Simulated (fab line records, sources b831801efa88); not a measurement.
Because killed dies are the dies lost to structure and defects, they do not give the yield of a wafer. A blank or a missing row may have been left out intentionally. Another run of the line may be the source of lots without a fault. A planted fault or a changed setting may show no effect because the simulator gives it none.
The same fault as seen by 2 desks -- flow sky130 -- each desk holds nothing but its own numbers, with what lay behind them at the end

== METROLOGY DESK ==
Means of the sampled wafers that have a number, per lot and without regard to the tool the lot ran on: this is what the gauges read. Any lot whose mean is over 4 standard deviations away from the usual mean is out of limits and marked OUT; that distance is given in the brackets.
Columns: A = cd-nm at SKY_METAL4_CD_MEAS_13, usual 299.8 nm; B = METAL4_OVL at SKY_METAL4_OVL_MEAS_14, usual -3 nm; C = VIA4_HDPCVD_THK at SKY_VIA4_THK_MEAS_01, usual 1757 nm
lot,first seen here,A,B,C
L105,day 43 02:30,300.3,-5,1739
L109,day 43 23:31,299.8,-6,1729
L113,day 44 21:24,300.4,-2,1806
L122,day 47 00:56,301.5,-0,1766
L125,day 47 09:32,298.7,4,1785
Result from this desk: across the 5 lots, nothing is out of limits.

== TOOL OWNER'S DESK, hdpcvd-01 ==
The tool's own readings at SKY_VIA4_HDPCVD_00 (deposits SiO2, target thk 1750 nm, time 291.7 s): means of the sampled wafers that have a number, for each lot that ran on this tool. Any lot whose mean is over 4 standard deviations away from the usual mean is out of limits and marked OUT; that distance is given in the brackets.
Columns: A = run-length-s at SKY_VIA4_HDPCVD_00, usual 319.8 s
lot,first seen here,A
L105,day 43 03:33,319.7
L113,day 44 22:29,324.2 (+6.8) OUT
L125,day 47 10:37,319.7
This desk's verdict: out of limits on L113, starting with L113 at day 44 22:29 (run-length-s at SKY_VIA4_HDPCVD_00). L105, L125: within limits.

== BROUGHT TOGETHER ==
On L113, at day 44 22:29, an alarm was possible from the tool owner's desk.
The metrology desk saw nothing out of limits.
The metrology desk holds a record of L113, inside its limits.
All the named lots went through SKY_VIA4_HDPCVD_00 on hdpcvd-01.

== WHAT THE SIMULATOR PUT IN ==
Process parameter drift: hdpcvd-01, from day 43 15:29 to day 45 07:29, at SKY_VIA4_HDPCVD_00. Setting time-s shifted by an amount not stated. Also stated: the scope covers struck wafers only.
Shown lots that were struck: L113.
Time in hours from fault onset to the first out-of-limits reading at each desk: the tool owner's desk, 31.
